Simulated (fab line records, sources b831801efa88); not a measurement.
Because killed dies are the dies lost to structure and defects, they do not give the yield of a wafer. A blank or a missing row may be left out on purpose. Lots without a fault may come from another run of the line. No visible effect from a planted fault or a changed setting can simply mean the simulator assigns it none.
fab line records	flow sky130
[record] lots = 24	wafers = 72	last_day = 50
route steps=708 shown FIELD_ISO@3 POLY_GATE@218 METAL1@452 METAL3@564 VIA3@595 VIA4@651
lots with no fault: from the same line, run without faults
start_h: hours from the record's first day to the start of the lot's first wafer shown	wait_h: hours since the lot's step before	" the same as in the row above	L1.1+2: a single row standing in for several wafers	- no value, or no start was given	* or withheld: withheld	< > ~ a bound
route shown NAME@n: a module of which the file shows steps, and the number in the route of the first	usual: mean/standard deviation of fault-free wafers	same: alike in all rows	chamber/n: place in a boat	sites: readings site by site	_std_site: standard deviation across them	_edge_site: outer sites' mean less inner sites'	radius_mm: for every site, how far away it sits from the centre of the wafer	mask NAME#n: copy n	behind: the most recent tool/chamber to have shaped the wafer	hold: why the lot went on hold/how many hours it stayed there/how the hold came to an end	device: the transistor (n, p or np) that didn't switch	end of line: tests run on the same wafers once the route is complete	step lacking rows: just its recipe	killed: the dies lost at the first sort to structure and to defects; this is not the yield of the wafer	map: dies across one wafer; x = killed, . = not, _ = none there
set.NAME: the setting as run; set.NAME@STEP: as run at that earlier step	model.NAME: the simulator's own value behind a step, which no gauge read
steps of the route over a sample of lots; a table a step, a row a wafer
services: the hour from which a tool's chamber was out of use, counted from the record's first day as start_h (under 0 if before that day), plus the number of hours and why
[[steps]]
[step SKY_FIELD_ISO_THK_MEAS_02]
[recipe] reads = SiO2_of_FIELD_ISO_OXIDATION_01
[usual] FIELD_ISO_OXIDATION_00_THK = 11.92/0.28
lot.wafer	tool	chamber	start_h	wait_h	FIELD_ISO_OXIDATION_00_THK[nm]
L074.2	film_metro-04	-	12.57	0.0	12.04
L074.4	"	-	"	"	11.92
L074.6	"	-	"	"	11.93
L075.3	film_metro-01	-	16.65	0.0	11.65
L075.4	"	-	"	"	11.55
L075.5	"	-	"	"	11.77
L076.1	film_metro-03	-	21.63	0.0	12.02
L076.3	"	-	"	"	12.10
L076.5	"	-	"	"	11.87
L077.1	film_metro-03	-	27.16	0.0	11.69
L077.4	"	-	"	"	11.65
L077.5	"	-	"	"	11.73
L078.1	film_metro-04	-	32.04	0.0	11.92
L078.5	"	-	"	"	12.01
L078.6	"	-	"	"	11.99
L079.2	film_metro-01	-	36.64	0.0	11.43
L079.3	"	-	"	"	11.53
L079.4	"	-	"	"	11.32
L080.1	film_metro-03	-	44.40	0.0	11.52
L080.2	"	-	"	"	11.56
L080.3	"	-	"	"	11.55
L081.2	film_metro-03	-	48.77	0.0	12.21
L081.5	"	-	"	"	12.48
L081.6	"	-	"	"	12.33
L082.1	film_metro-01	-	52.84	0.0	12.17
L082.2	"	-	"	"	12.47
L082.5	"	-	"	"	12.44
L083.3	film_metro-03	-	57.07	0.0	11.84
L083.4	"	-	"	"	11.64
L083.6	"	-	"	"	11.62
L084.1	film_metro-03	-	62.75	0.0	11.83
L084.4	"	-	"	"	11.74
L084.5	"	-	"	"	11.60
L085.4	film_metro-04	-	66.80	0.0	12.31
L085.5	"	-	"	"	12.39
L085.6	"	-	"	"	12.42
L086.1	film_metro-01	-	71.63	0.0	12.03
L086.3	"	-	"	"	12.19
L086.5	"	-	"	"	11.94
L087.1	film_metro-04	-	76.63	0.0	11.60
L087.3	"	-	"	"	11.72
L087.6	"	-	"	"	11.73
L088.3	film_metro-01	-	81.65	0.0	12.13
L088.5	"	-	"	"	11.84
L088.6	"	-	"	"	11.96
L089.1	film_metro-01	-	87.63	0.0	12.44
L089.2	"	-	"	"	12.46
L089.4	"	-	"	"	12.29
L090.1	film_metro-04	-	91.88	0.0	11.96
L090.3	"	-	"	"	12.09
L090.5	"	-	"	"	12.17
L091.4	film_metro-04	-	96.84	0.0	12.01
L091.5	"	-	"	"	11.78
L091.6	"	-	"	"	12.06
L092.1	film_metro-03	-	101.63	0.0	11.77
L092.3	"	-	"	"	11.91
L092.6	"	-	"	"	11.82
L093.1	film_metro-01	-	108.93	0.0	11.93
L093.2	"	-	"	"	11.98
L093.6	"	-	"	"	12.07
L094.3	film_metro-03	-	115.30	0.0	12.12
L094.4	"	-	"	"	12.05
L094.6	"	-	"	"	11.97
L095.1	film_metro-01	-	125.25	0.0	11.77
L095.2	"	-	"	"	11.78
L095.3	"	-	"	"	11.58
L096.1	film_metro-03	-	125.25	0.0	11.70
L096.4	"	-	"	"	11.81
L096.6	"	-	"	"	11.79
L097.2	film_metro-03	-	132.84	0.0	11.95
L097.5	"	-	"	"	12.08
L097.6	"	-	"	"	12.20
[step SKY_POLY_GATE_THK_MEAS_04]
[recipe] reads = Si3N4_of_POLY_GATE_CVD_03
[usual] POLY_GATE_CVD_03_THK = 75.1/0.84
lot.wafer	tool	chamber	start_h	wait_h	POLY_GATE_CVD_03_THK[nm]
L074.2	film_metro-03	-	332.78	0.0	76.4
L074.4	"	-	"	"	75.8
L074.6	"	-	"	"	75.8
L076.1	film_metro-02	-	360.45	0.0	75.7
L076.3	"	-	"	"	75.2
L076.5	"	-	"	"	75.5
L075.3	film_metro-03	-	365.35	0.0	75.4
L075.4	"	-	"	"	75.4
L075.5	"	-	"	"	75.4
L078.1	film_metro-02	-	370.86	0.0	76.6
L078.5	"	-	"	"	76.8
L078.6	"	-	"	"	76.4
L077.1	film_metro-02	-	376.17	0.0	76.0
L077.4	"	-	"	"	75.2
L077.5	"	-	"	"	75.4
L079.2	film_metro-02	-	390.77	0.0	75.9
L079.3	"	-	"	"	75.9
L079.4	"	-	"	"	76.2
L080.1	film_metro-03	-	392.12	0.0	74.6
L080.2	"	-	"	"	74.4
L080.3	"	-	"	"	74.4
L081.2	film_metro-04	-	398.70	0.0	76.0
L081.5	"	-	"	"	75.7
L081.6	"	-	"	"	75.9
L082.1	film_metro-02	-	407.44	0.0	76.1
L082.2	"	-	"	"	75.8
L082.5	"	-	"	"	75.9
L083.3	film_metro-02	-	417.13	0.0	75.1
L083.4	"	-	"	"	74.9
L083.6	"	-	"	"	74.6
L084.1	film_metro-04	-	422.86	0.0	75.5
L084.4	"	-	"	"	75.1
L084.5	"	-	"	"	75.4
L085.4	film_metro-04	-	438.75	0.0	75.2
L085.5	"	-	"	"	76.0
L085.6	"	-	"	"	75.5
L086.1	film_metro-02	-	444.05	0.0	75.4
L086.3	"	-	"	"	75.3
L086.5	"	-	"	"	75.6
L087.1	film_metro-02	-	447.01	0.0	76.0
L087.3	"	-	"	"	76.4
L087.6	"	-	"	"	76.2
L088.3	film_metro-03	-	459.43	0.0	75.1
L088.5	"	-	"	"	75.0
L088.6	"	-	"	"	74.9
L090.1	film_metro-02	-	495.11	0.0	74.2
L090.3	"	-	"	"	73.4
L090.5	"	-	"	"	73.7
L089.1	film_metro-03	-	497.11	0.0	74.5
L089.2	"	-	"	"	74.8
L089.4	"	-	"	"	74.2
L091.4	film_metro-04	-	501.40	0.0	74.8
L091.5	"	-	"	"	74.2
L091.6	"	-	"	"	75.2
L093.1	film_metro-03	-	509.66	0.0	73.9
L093.2	"	-	"	"	74.8
L093.6	"	-	"	"	75.2
L094.3	film_metro-04	-	512.48	0.0	73.6
L094.4	"	-	"	"	73.6
L094.6	"	-	"	"	73.4
L092.1	film_metro-03	-	514.31	0.0	74.7
L092.3	"	-	"	"	73.9
L092.6	"	-	"	"	74.3
L096.1	film_metro-02	-	528.06	0.0	74.6
L096.4	"	-	"	"	74.5
L096.6	"	-	"	"	74.4
L095.1	film_metro-04	-	531.01	0.0	73.2
L095.2	"	-	"	"	74.0
L095.3	"	-	"	"	74.4
L097.2	film_metro-02	-	547.56	0.0	75.5
L097.5	"	-	"	"	74.8
L097.6	"	-	"	"	75.1
[step SKY_METAL1_ETCH_18]
[recipe] chemistry = N2/H2	target = BARC	ion_energy_ev = 200	bias_w = 100	pressure_mtorr = 30	n2_flow_sccm = 100	h2_flow_sccm = 200	icp_w = 500	stop_on = SiO2	time_s = 45.9	target_depth_a = 600
[usual] drypump_motor_current_A = 5.8/0.4	he_backside_leak_sccm = 3.3/0.32	n2_flow_sccm = 100.01/0.29	oes_product_au = 0.854/0.0049	throttle_valve_pct = 13.224/0.0081
lot.wafer	tool	chamber	start_h	wait_h	drypump_motor_current_A	he_backside_leak_sccm	n2_flow_sccm	oes_product_au	rf_hours_counter_h	throttle_valve_pct
L074.2	rie_metal-03	0	750.98	0.0	6.0	3.1	100.27	0.851	12	13.226
L074.4	"	1	"	"	5.6	3.0	100.24	0.861	-	13.211
L074.6	"	1	"	"	5.6	3.0	100.39	0.863	-	13.226
L076.1	rie_metal-04	1	777.43	0.0	5.1	3.5	100.49	0.859	5	13.227
L076.3	"	0	"	"	6.5	3.5	100.12	0.846	-	13.225
L076.5	"	1	"	"	5.1	3.6	100.56	0.853	-	13.225
L075.3	rie_metal-04	0	783.60	0.0	6.5	3.5	100.33	0.855	-	13.227
L075.4	"	1	"	"	5.1	3.3	99.80	0.859	-	13.245
L075.5	"	0	"	"	6.5	3.3	100.14	0.857	-	13.235
L078.1	rie_metal-01	1	790.62	0.0	5.7	3.3	100.17	0.854	10	13.219
L078.5	"	0	"	"	5.6	3.2	100.08	0.857	-	13.223
L078.6	"	1	"	"	5.7	3.1	99.98	0.846	-	13.221
L077.1	rie_metal-03	1	795.92	0.0	5.6	3.1	100.03	0.857	0	13.220
L077.4	"	0	"	"	6.0	3.2	100.04	0.860	-	13.218
L077.5	"	0	"	"	6.0	3.2	100.08	0.853	-	13.229
L079.2	rie_metal-01	1	806.02	0.0	5.7	3.0	99.81	0.861	11	13.231
L079.3	"	1	"	"	5.7	3.2	99.42	0.852	-	13.229
L079.4	"	0	"	"	5.6	3.3	100.35	0.857	-	13.238
L080.1	rie_metal-03	1	808.37	0.0	5.6	3.0	99.80	0.858	1	13.224
L080.2	"	0	"	"	6.0	3.1	100.53	0.846	15	13.227
L080.3	"	0	"	"	6.0	3.1	99.86	0.856	-	13.215
L081.2	rie_metal-03	1	813.48	0.1	5.6	3.2	99.71	0.861	-	13.218
L081.5	"	1	"	"	5.7	3.1	99.96	0.857	-	13.225
L081.6	"	1	"	"	5.6	4.5	99.50	0.852	-	13.232
L082.1	rie_metal-03	1	820.05	0.1	5.6	3.1	100.27	0.848	2	13.222
L082.2	"	1	"	"	5.6	3.1	99.97	0.848	-	13.228
L082.5	"	1	"	"	5.7	3.1	100.18	0.856	-	13.217
L083.3	rie_metal-03	1	824.85	0.1	5.7	3.1	100.16	0.856	-	13.220
L083.4	"	1	"	"	5.6	3.2	99.64	0.852	-	13.219
L083.6	"	1	"	"	5.7	3.2	100.07	0.857	-	13.241
L084.1	rie_metal-03	0	844.32	0.0	6.0	3.1	99.69	0.857	1	13.229
L084.4	"	1	"	"	5.6	3.1	100.03	0.851	-	13.214
L084.5	"	0	"	"	6.0	3.2	99.80	0.856	-	13.213
L085.4	rie_metal-01	0	846.35	0.0	5.6	3.2	99.70	0.856	-	13.221
L085.5	"	1	"	"	5.7	3.3	100.32	0.843	-	13.233
L085.6	"	0	"	"	5.6	3.3	99.93	0.858	-	13.239
L086.1	rie_metal-03	0	847.02	0.0	6.0	3.3	99.96	0.853	1	13.227
L086.3	"	0	"	"	6.0	3.2	99.71	0.853	-	13.231
L086.5	"	0	"	"	6.0	3.2	100.46	0.852	-	13.221
L087.1	rie_metal-03	0	849.57	0.0	6.0	3.3	99.31	0.856	1	13.230
L087.3	"	1	"	"	5.7	3.2	99.95	0.843	-	13.223
L087.6	"	0	"	"	6.0	3.2	99.90	0.853	-	13.228
L088.3	rie_metal-04	0	860.59	0.0	6.5	3.5	100.34	0.856	-	13.219
L088.5	"	1	"	"	5.1	3.4	99.77	0.848	-	13.242
L088.6	"	0	"	"	6.5	3.4	100.07	0.860	-	13.211
L090.1	rie_metal-04	1	891.07	0.0	5.1	3.3	99.45	0.850	10	13.243
L090.3	"	0	"	"	6.5	3.5	100.27	0.857	-	13.225
L090.5	"	0	"	"	6.5	3.6	100.21	0.851	-	13.219
L089.1	rie_metal-03	0	892.48	0.0	6.0	3.1	99.97	0.856	2	13.212
L089.2	"	1	"	"	5.6	3.1	99.99	0.853	5	13.229
L089.4	"	0	"	"	6.1	3.0	99.76	0.848	-	13.223
L091.4	rie_metal-04	0	898.40	0.0	6.5	3.4	99.74	0.850	-	13.222
L091.5	"	0	"	"	6.5	3.5	99.43	0.852	-	13.231
L091.6	"	1	"	"	5.1	3.5	99.78	0.857	-	13.230
L093.1	rie_metal-01	1	905.57	0.0	5.7	3.1	100.48	0.859	16	13.224
L093.2	"	0	"	"	5.6	3.1	100.43	0.856	11	13.234
L093.6	"	1	"	"	5.7	3.1	99.92	0.850	-	13.222
L094.3	rie_metal-04	1	906.29	0.0	5.1	3.5	99.58	0.869	-	13.218
L094.4	"	0	"	"	6.5	3.4	100.02	0.856	-	13.222
L094.6	"	0	"	"	6.4	3.4	99.60	0.855	-	13.226
L092.1	rie_metal-03	1	907.98	0.0	5.6	3.1	100.09	0.847	6	13.222
L092.3	"	0	"	"	6.0	3.2	99.44	0.851	-	13.228
L092.6	"	0	"	"	6.0	3.2	100.43	0.862	-	13.239
L096.1	rie_metal-03	0	919.72	0.0	6.0	3.1	100.04	0.850	4	13.214
L096.4	"	0	"	"	6.0	3.2	99.82	0.848	-	13.225
L096.6	"	1	"	"	5.6	3.1	100.07	0.847	-	13.223
L095.1	rie_metal-01	1	921.62	0.0	5.7	3.1	100.06	0.854	16	13.227
L095.2	"	0	"	"	5.6	5.2	99.62	0.854	12	13.220
L095.3	"	1	"	"	5.7	3.1	99.99	0.854	-	13.216
L097.2	rie_metal-04	1	934.79	0.0	5.1	5.7	100.39	0.858	12	13.232
L097.5	"	1	"	"	5.1	3.3	100.08	0.854	-	13.224
L097.6	"	0	"	"	6.5	3.5	99.83	0.855	-	13.213
[step SKY_METAL3_OVL_MEAS_14]
[usual] METAL3_OVL = -1/4.7
lot.wafer	tool	chamber	start_h	wait_h	METAL3_OVL[nm]
L074.2	overlay-02	-	883.46	0.1	-9
L074.4	"	-	"	"	-7
L074.6	"	-	"	"	-7
L076.1	overlay-01	-	908.26	0.1	-2
L076.3	"	-	"	"	-1
L076.5	"	-	"	"	0
L075.3	overlay-02	-	914.07	0.1	10
L075.4	"	-	"	"	1
L075.5	"	-	"	"	11
L078.1	overlay-02	-	922.61	0.1	-1
L078.5	"	-	"	"	4
L078.6	"	-	"	"	7
L077.1	overlay-02	-	927.96	0.1	-2
L077.4	"	-	"	"	-3
L077.5	"	-	"	"	-2
L079.2	overlay-02	-	941.86	0.1	0
L079.3	"	-	"	"	-2
L079.4	"	-	"	"	2
L080.1	overlay-02	-	942.21	0.1	-3
L080.2	"	-	"	"	-5
L080.3	"	-	"	"	2
L081.2	overlay-01	-	945.47	0.1	0
L081.5	"	-	"	"	-1
L081.6	"	-	"	"	-1
L082.1	overlay-02	-	951.66	0.1	6
L082.2	"	-	"	"	1
L082.5	"	-	"	"	2
L083.3	overlay-02	-	957.12	0.1	-8
L083.4	"	-	"	"	1
L083.6	"	-	"	"	-2
L084.1	overlay-01	-	976.56	0.1	-7
L084.4	"	-	"	"	-3
L084.5	"	-	"	"	-4
L085.4	overlay-01	-	977.63	0.1	6
L085.5	"	-	"	"	5
L085.6	"	-	"	"	8
L086.1	overlay-02	-	978.06	0.1	-4
L086.3	"	-	"	"	-2
L086.5	"	-	"	"	-2
L087.1	overlay-01	-	979.51	0.1	-2
L087.3	"	-	"	"	-3
L087.6	"	-	"	"	-3
L088.3	overlay-01	-	988.23	0.1	0
L088.5	"	-	"	"	0
L088.6	"	-	"	"	-4
L090.1	overlay-02	-	1016.11	0.1	1
L090.3	"	-	"	"	1
L090.5	"	-	"	"	-7
L089.1	overlay-01	-	1019.96	0.1	-4
L089.2	"	-	"	"	-5
L089.4	"	-	"	"	-1
L091.4	overlay-01	-	1026.63	0.1	-3
L091.5	"	-	"	"	2
L091.6	"	-	"	"	1
L093.1	overlay-02	-	1032.41	0.1	-5
L093.2	"	-	"	"	1
L093.6	"	-	"	"	3
L094.3	overlay-01	-	1032.58	0.1	0
L094.4	"	-	"	"	-3
L094.6	"	-	"	"	-1
L092.1	overlay-02	-	1033.71	0.1	4
L092.3	"	-	"	"	-2
L092.6	"	-	"	"	0
L096.1	overlay-01	-	1044.76	0.1	3
L096.4	"	-	"	"	5
L096.6	"	-	"	"	2
L095.1	overlay-02	-	1045.71	0.1	-12
L095.2	"	-	"	"	-6
L095.3	"	-	"	"	-9
L097.2	overlay-02	-	1058.46	0.1	3
L097.5	"	-	"	"	-2
L097.6	"	-	"	"	3
[step SKY_VIA3_RS_MEAS_22]
[recipe] thk_meas_gauge = four-point-probe	reads = W_of_VIA3_CVD_21+TiN_of_VIA3_SPUTTER_20
[usual] VIA3_W_RS = 0.293/0.0032
lot.wafer	tool	chamber	start_h	wait_h	VIA3_W_RS[ohm/sq]
L074.2	film_metro-03	-	910.94	0.1	0.292
L074.4	"	-	"	"	0.294
L074.6	"	-	"	"	0.296
L076.1	film_metro-04	-	935.45	0.1	0.299
L076.3	"	-	"	"	0.291
L076.5	"	-	"	"	0.291
L075.3	film_metro-04	-	941.56	0.1	0.292
L075.4	"	-	"	"	0.291
L075.5	"	-	"	"	0.292
L078.1	film_metro-02	-	949.17	0.1	0.289
L078.5	"	-	"	"	0.289
L078.6	"	-	"	"	0.290
L077.1	film_metro-03	-	955.89	0.1	0.293
L077.4	"	-	"	"	0.292
L077.5	"	-	"	"	0.295
L080.1	film_metro-04	-	969.12	0.1	0.293
L080.2	"	-	"	"	0.293
L080.3	"	-	"	"	0.295
L079.2	film_metro-04	-	969.63	0.1	0.298
L079.3	"	-	"	"	0.296
L079.4	"	-	"	"	0.296
L081.2	film_metro-02	-	972.04	0.1	0.287
L081.5	"	-	"	"	0.290
L081.6	"	-	"	"	0.291
L082.1	film_metro-04	-	978.18	0.1	0.295
L082.2	"	-	"	"	0.292
L082.5	"	-	"	"	0.292
L083.3	film_metro-03	-	983.02	0.1	0.296
L083.4	"	-	"	"	0.291
L083.6	"	-	"	"	0.296
L084.1	film_metro-02	-	1002.81	0.1	0.290
L084.4	"	-	"	"	0.289
L084.5	"	-	"	"	0.285
L085.4	film_metro-03	-	1003.74	0.1	0.293
L085.5	"	-	"	"	0.289
L085.6	"	-	"	"	0.287
L086.1	film_metro-02	-	1004.39	0.1	0.291
L086.3	"	-	"	"	0.290
L086.5	"	-	"	"	0.291
L087.1	film_metro-02	-	1005.63	0.1	0.298
L087.3	"	-	"	"	0.291
L087.6	"	-	"	"	0.296
L088.3	film_metro-02	-	1014.17	0.1	0.290
L088.5	"	-	"	"	0.292
L088.6	"	-	"	"	0.289
L090.1	film_metro-02	-	1042.14	0.1	0.293
L090.3	"	-	"	"	0.293
L090.5	"	-	"	"	0.290
L089.1	film_metro-02	-	1046.03	0.1	0.290
L089.2	"	-	"	"	0.294
L089.4	"	-	"	"	0.292
L091.4	film_metro-04	-	1052.64	0.1	0.293
L091.5	"	-	"	"	0.294
L091.6	"	-	"	"	0.295
L094.3	film_metro-03	-	1056.62	0.1	0.294
L094.4	"	-	"	"	0.297
L094.6	"	-	"	"	0.297
L093.1	film_metro-03	-	1057.53	0.1	0.303
L093.2	"	-	"	"	0.298
L093.6	"	-	"	"	0.297
L092.1	film_metro-03	-	1058.48	0.1	0.294
L092.3	"	-	"	"	0.293
L092.6	"	-	"	"	0.295
L096.1	film_metro-04	-	1069.02	0.1	0.290
L096.4	"	-	"	"	0.287
L096.6	"	-	"	"	0.286
L095.1	film_metro-02	-	1069.06	0.1	0.296
L095.2	"	-	"	"	0.299
L095.3	"	-	"	"	0.295
L097.2	film_metro-04	-	1081.25	0.1	0.293
L097.5	"	-	"	"	0.292
L097.6	"	-	"	"	0.294
[step SKY_VIA4_ETCH_12]
[recipe] target = SiO2	chemistry = C4F8/O2/Ar	stop_on = TiN	mask_material = NOVOLAK	source_w = 1500	bias_w = 1200	pressure_mtorr = 40	c4f8_flow_sccm = withheld	O2_flow_sccm = 6	Ar_flow_sccm = 300	time_s = withheld	target_depth_a = 5800
[usual] oes_product_au = 0.926/0.0048
lot.wafer	tool	chamber	start_h	wait_h	oes_product_au
L074.2	rie_diel-01	2	984.68	0.0	0.932
L074.4	"	3	"	"	0.926
L074.6	"	1	"	"	0.928
L076.1	rie_diel-01	1	1009.88	0.0	0.928
L076.3	"	2	"	"	0.932
L076.5	"	3	"	"	0.924
L075.3	rie_diel-04	2	1014.23	0.0	0.922
L075.4	"	0	"	"	0.931
L075.5	"	1	"	"	0.920
L078.1	rie_diel-01	2	1021.67	0.0	0.926
L078.5	"	2	"	"	0.921
L078.6	"	1	"	"	0.925
L077.1	rie_diel-02	3	1029.03	0.0	0.920
L077.4	"	2	"	"	0.926
L077.5	"	3	"	"	0.923
L080.1	rie_diel-02	1	1042.42	0.0	0.924
L080.2	"	3	"	"	0.921
L080.3	"	2	"	"	0.932
L079.2	rie_diel-01	0	1042.72	0.0	0.925
L079.3	"	2	"	"	0.915
L079.4	"	1	"	"	0.922
L081.2	rie_diel-04	2	1044.33	0.0	0.917
L081.5	"	2	"	"	0.922
L081.6	"	1	"	"	0.928
L082.1	rie_diel-04	2	1050.22	0.0	0.927
L082.2	"	3	"	"	0.927
L082.5	"	3	"	"	0.925
L083.3	rie_diel-04	1	1054.82	0.0	0.928
L083.4	"	3	"	"	0.926
L083.6	"	2	"	"	0.923
L084.1	rie_diel-04	2	1072.33	0.0	0.923
L084.4	"	1	"	"	0.931
L084.5	"	2	"	"	0.927
L085.4	rie_diel-01	2	1073.47	0.0	0.925
L085.5	"	0	"	"	0.927
L085.6	"	1	"	"	0.921
L086.1	rie_diel-02	0	1074.07	0.0	0.926
L086.3	"	1	"	"	0.929
L086.5	"	0	"	"	0.935
L087.1	rie_diel-02	0	1075.53	0.0	0.926
L087.3	"	2	"	"	0.929
L087.6	"	2	"	"	0.932
L088.3	rie_diel-04	1	1082.18	0.0	0.929
L088.5	"	3	"	"	0.924
L088.6	"	2	"	"	0.924
L090.1	rie_diel-01	2	1104.93	0.0	0.923
L090.3	"	1	"	"	0.914
L090.5	"	1	"	"	0.936
L089.1	rie_diel-01	1	1107.38	0.0	0.918
L089.2	"	2	"	"	0.928
L089.4	"	3	"	"	0.932
L091.4	rie_diel-02	2	1116.62	0.0	0.932
L091.5	"	0	"	"	0.927
L091.6	"	1	"	"	0.921
L094.3	rie_diel-04	3	1120.98	0.0	0.931
L094.4	"	0	"	"	0.920
L094.6	"	1	"	"	0.920
L093.1	rie_diel-02	1	1121.03	0.0	0.930
L093.2	"	2	"	"	0.926
L093.6	"	2	"	"	0.922
L092.1	rie_diel-01	2	1121.27	0.0	0.930
L092.3	"	3	"	"	0.927
L092.6	"	2	"	"	0.929
L096.1	rie_diel-04	0	1129.48	0.0	0.921
L096.4	"	1	"	"	0.928
L096.6	"	2	"	"	0.923
L095.1	rie_diel-02	3	1129.78	0.0	0.926
L095.2	"	0	"	"	0.931
L095.3	"	2	"	"	0.931
L097.2	rie_diel-02	1	1142.62	0.0	0.927
L097.5	"	1	"	"	0.926
L097.6	"	2	"	"	0.924
[[services]]
tool	chamber	start_h	hours	kind
rie_diel-02	-	746.08	10.0	pm
rie_diel-02	3	764.80	5.5	repair
rie_metal-03	-	782.67	2.5	repair
rie_metal-03	-	789.75	1.4	pm
rie_diel-04	3	790.04	21.8	repair
rie_diel-04	-	857.61	0.7	repair
rie_diel-04	-	877.54	14.6	pm
rie_diel-01	3	883.02	14.6	repair
rie_diel-02	0	920.71	14.5	repair
rie_diel-01	3	930.85	3.8	repair
rie_diel-01	0	938.40	7.3	repair
rie_diel-02	-	948.11	14.6	pm
rie_diel-04	-	960.74	0.7	repair
rie_diel-02	2	968.99	3.4	repair
rie_diel-04	-	980.57	2.8	pm
rie_diel-04	2	1003.25	4.7	repair
rie_diel-01	-	1014.01	0.2	repair
rie_diel-04	3	1024.93	14.7	repair
rie_diel-02	0	1025.86	5.1	repair
rie_diel-01	0	1028.03	12.7	repair
rie_metal-03	-	1052.25	0.3	repair
rie_metal-03	-	1086.03	0.8	repair
rie_diel-02	0	1118.30	7.9	repair
rie_diel-04	2	1131.23	1.3	repair
[[key]]
fault none
